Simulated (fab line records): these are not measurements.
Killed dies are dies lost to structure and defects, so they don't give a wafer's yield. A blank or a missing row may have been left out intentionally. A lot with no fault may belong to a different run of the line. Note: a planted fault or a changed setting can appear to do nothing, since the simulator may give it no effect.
Matching of chambers | flow sky130 | 4 sister chambers for SKY_VIA1_CMP_24 on cmp-01
The step polishes, stops on SiO2, t overpolish 15 s, target thk 0 nm. 8 wafers are shown with their chamber, then 7 later ones without.

== EACH WAFER AND ITS CHAMBER ==
wafer  | chamber | motor_current_A (A) | time_to_endpoint_s (s)
L609.2 | 3       | 10.7                | 67.6
L610.1 | 3       | 10.4                | 64.0
L610.4 | 2       | 12.4                | 60.4
L612.1 | 0       | 9.4                 | 62.0
L612.2 | 1       | 10.2                | 62.9
L612.3 | 2       | 12.6                | 60.8
L618.1 | 1       | 10.1                | 67.8
L618.4 | 0       | 10.0                | 66.8

== WAFERS WITHOUT THEIR CHAMBER ==
wafer  | motor_current_A (A) | time_to_endpoint_s (s)
L618.5 | 9.7                 | 68.2
L619.1 | 9.6                 | 66.2
L619.2 | 10.3                | 65.0
L619.4 | 12.2                | 67.1
L627.1 | 9.5                 | 63.1
L627.3 | 11.7                | 64.8
L627.5 | 10.3                | 61.2

== THE CHAMBER EACH PASSED THROUGH ==
wafer  | from the rows above          | in truth
L618.5 | can't be placed: 0 or 1      | 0
L619.1 | can't be placed: 0 or 1      | 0
L619.2 | can't be placed: 1 or 3 or 0 | 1
L619.4 | 2                            | 2
L627.1 | can't be placed: 0 or 1      | 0
L627.3 | can't be placed: 2 or 3      | 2
L627.5 | can't be placed: 1 or 3 or 0 | 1
Correctly placed: 1 of 7. These rows do not allow placing 6 (true chamber among the candidates in 6). 0 placed wrongly.
How it was worked out, from the rows above alone: a wafer's distance from a chamber is the root of the sum, over the readings, of the square of ((its reading less the chamber's mean) divided by the reading's scatter). The wafer belongs to the nearest chamber; if the next one is less than 2 further off, it can't be placed. A chamber's mean is the mean of its shown wafers. The scatter is the square root of a quotient: the sum, over the shown wafers, of each reading's squared deviation from its chamber's mean, divided by wafers minus chambers.
